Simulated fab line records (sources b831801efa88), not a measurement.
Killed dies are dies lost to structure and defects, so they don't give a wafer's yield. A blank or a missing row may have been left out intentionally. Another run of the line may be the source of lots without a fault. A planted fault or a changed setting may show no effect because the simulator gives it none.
A struck lot beside a sound one	flow sky130	16 out of 708 route steps
Sound: these wafers, L244.1, L244.2, L244.6. Struck: wafer L253.4 (L253.1, L253.5, from the same lot, were not struck and are left out); the cause is given at the end.
Per side, at each step with rows, come the tool, then ch with its chambers, and then its first start. Under that, the readings that differ: sound wafers	struck wafers	difference of the means	sigmas: that difference in standard deviations of wafers without a fault.
alike: readings with means less than 2 such deviations apart, plus words and numbers identical on both sides. not compared: withheld readings, readings lacking a value on some wafer, bounds such as >300 that could conceal the same value, and numbers that have no deviation in the record and whose values overlap.
Wherever a step has rows on one side only, a row that says differs or no value, or a row with sigmas, the two part there. Non-overlapping numbers with no deviation appear without sigmas and do not part them. Lack of a reading on every wafer of one side parts them only where that side has two or more wafers.

first, 9 steps without rows for these wafers: SKY_CAP2M_CLEAN_17 (cleans in O3/DIW); SKY_METAL4_DEHYDRATE_05 (time 60 s); SKY_METAL4_HMDS_06 (prime time 60 s); SKY_METAL4_COAT_07 (resist thk 60 nm); SKY_METAL4_COAT_08 (resist thk 1140 nm); SKY_METAL4_SOFTBAKE_09 (time 90 s); SKY_METAL4_EXPOSE_10 (exposes mask MM4, target cd 300 nm); SKY_METAL4_PEB_11; SKY_METAL4_DEVELOP_12 (develop time 60 s).
SKY_METAL4_CD_MEAS_13: target cd 300 nm.
  sound: cdSem-01 at day 42 13:19; struck: cdSem-01 at day 45 06:32
  alike: cdNm
SKY_METAL4_OVL_MEAS_14:
  sound: overlay-01 at day 42 13:26; struck: overlay-01 at day 45 06:39
reading	sound	struck	difference	sigmas
METAL4_OVL (nm)	9 16 8	-6	-17	-3
SKY_METAL4_DESCUM_15: chemistry O2, time 8 s.
  sound on rieMetal-03 ch 0,1, day 42 13:28; struck on rieMetal-03 ch 0, day 45 06:41
  alike: chamberPressureMTorr, drypumpMotorCurrentA, heBacksideLeakSccm, oesProductAu
  not compared: rfHoursCounterH
SKY_METAL4_ETCH_16: etches BARC in N2/H2, stops on SiO2, time 88.2 s, target depth 60 nm.
  sound on rieMetal-03 ch 0,1, day 42 13:30; struck on rieMetal-03 ch 0, day 45 06:43
reading	sound	struck	difference	sigmas
model.KrF-thick_of_METAL4_COAT_08.thkNm (nm)	1073 1069 1073	1087	+15	
model.METAL4.cdNm (nm)	301 299.3 299.1	302.3	+2.5	
  alike: chamberPressureMTorr, drypumpMotorCurrentA, heBacksideLeakSccm, oesProductAu, throttleValvePct
  not compared: rfHoursCounterH
SKY_METAL4_ETCH_17: etches SiO2 in C4F8/O2/Ar, stops on TiN, time 3.9 s, target depth 15 nm.
  sound on rieDiel-03 ch 0,1, day 42 13:36; struck on rieDiel-01 ch 3, day 45 06:49
reading	sound	struck	difference	sigmas
model.METAL4.cdNm (nm)	300.9 299.3 299	302.4	+2.7	
  alike: chamberPressureMTorr, oesProductAu
  not compared: rfHoursCounterH
SKY_METAL4_METAL_ETCH_18: etches the open film in Cl2/BCl3, stops on SiO2, target depth 845 nm, time 183.1 s.
  sound on rieMetal-02 ch 0,1, day 42 13:37; struck on rieMetal-01 ch 1, day 45 06:50
reading	sound	struck	difference	sigmas
drypumpMotorCurrentA (A)	6.0 6.3 6.0	4.8	-1.3	-2
  alike: chamberPressureMTorr, heBacksideLeakSccm, oesProductAu, throttleValvePct
  not compared: rfHoursCounterH
-- the record jumps here: 4 days lie between the struck wafers' starts before and after (it left off in module METAL4 and takes up again in module PAD_OPEN, whose first step shown is number 708 of the route) --
SKY_PAD_OPEN_PROBE_99:
  sound: prober-01 at day 46 12:50; struck: prober-02 at day 48 21:50
reading	sound	struck	difference	sigmas
killedAtOther	0 0 0	1	+1	+2
  alike: defectLimitedYield, killed_at_M0_to_M3, killed_at_M4_up, killedAtContacts, killedAtFrontEnd, killedDies, killedOnRim, killedOpen, killedShort, sort_bin_3_pad_short, sort_bin_5_function, sort_bin_6_memory, sortNPass, sortYieldPct

WHERE THEY PART
Earliest at SKY_METAL4_OVL_MEAS_14; latest, in this record, at SKY_PAD_OPEN_PROBE_99.

WHY: what the simulator had put in
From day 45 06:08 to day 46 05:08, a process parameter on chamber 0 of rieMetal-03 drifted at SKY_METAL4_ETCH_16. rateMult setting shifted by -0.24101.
